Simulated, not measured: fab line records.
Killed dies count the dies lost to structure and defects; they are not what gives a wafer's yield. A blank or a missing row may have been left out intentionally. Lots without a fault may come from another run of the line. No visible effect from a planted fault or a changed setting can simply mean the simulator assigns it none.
Problem report in the 8D (eight disciplines) form, filled by code :: flow gf180mcu :: the parts of the form that need people (team, actions taken, sign-off) are left out

1. PROBLEM STATEMENT
run_length_s at GF_STI_WET_ETCH_26 reads a mean of 110 s on 6 wafers of 2 lots; wafers without a fault read 217 s with a standard deviation of 4. That puts it -27 standard deviations away from the usual mean.
The step: etches SiO2 in dHF, target depth 94 nm, time 188 s.
The first sign was on wafer L737.1 at day 6 01:32, on wet_bench-03. Wafers with a number at this step in the record: 18, from 6 lots. The rule behind "out" and "out of limits": a value lying over 4 standard deviations away from the usual mean. The other wafers with a number count as sound.

2. WHAT IT IS, WHAT IT ISN'T
question: which readings at this step
is: run_length_s
is not: -

question: which lots
is: L737, L739
is not: L719, L722, L724, L731

question: which wafers of those lots
is: all that have a number
is not: -

question: read on which tools
is: wet_bench-03
is not: wet_bench-01, wet_bench-04

question: when
is: from day 6 01:32
is not: up to then (12 sound wafers)

3. THE SUSPECTS, EACH WITH WHAT RULES IT OUT
Counting: any tool at a process step up to the reading is kept as a suspect provided that every lot that is out went through it and no sound lot did after the first of them.
- rie_si-01 at GF_STI_ETCH_14 (etches Si in HBr/Cl2/O2, target depth 360 nm, time 102.9 s): kept. All lots that are out passed through it, beginning with L737 at day 5 23:21, and no sound lot followed; its final sound lot before that point was L731 at day 4 15:24.
- wet_bench-03 at GF_STI_WET_ETCH_26 (etches SiO2 in dHF, target depth 94 nm, time 188 s): kept. All lots that are out passed through it, beginning with L737 at day 6 01:32, and no sound lot followed; its final sound lot before that point was L724 at day 3 06:07. On those wafers its own readings are out: run_length_s.
Left after counting: rie_si-01 at GF_STI_ETCH_14, wet_bench-03 at GF_STI_WET_ETCH_26.

4. THE CAUSE (what the simulator had put in)
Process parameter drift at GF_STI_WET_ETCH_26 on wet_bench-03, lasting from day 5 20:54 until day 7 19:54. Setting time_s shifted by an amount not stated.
Counting left 2 suspects, and this tool is among them.

5. SEQUENCE OF EFFECTS, ordered by route
One row per reading whose mean, taken over the struck wafers that have a number, lies over 3 standard deviations from the usual. Only readings whose record carries a usual standard deviation are examined. hours: median over the lots of the time between each lot's start at the first step of this table that gives one and its start at this step. sigmas: the change, counted in usual standard deviations.
hours: 0
step: GF_STI_WET_ETCH_26
reading: run_length_s
usual: 217 s
on struck wafers: 110
change: -108
sigmas: -27
Process steps it contains:
- GF_STI_WET_ETCH_26: etches SiO2 in dHF, target depth 94 nm, time 188 s.
Later steps that measure or inspect, where all struck wafers having a row at the step show a number for every such reading and not one has moved that far: GF_STI_THK_MEAS_30, GF_DNWELL_TW_MEAS_09, GF_NWELL_OVL_MEAS_07, GF_NWELL_TW_MEAS_11.

6. WHAT WOULD HAVE CAUGHT IT SOONER
In this record no reading fell out of limits until day 6 01:32, 5 hours after the fault had begun at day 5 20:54.
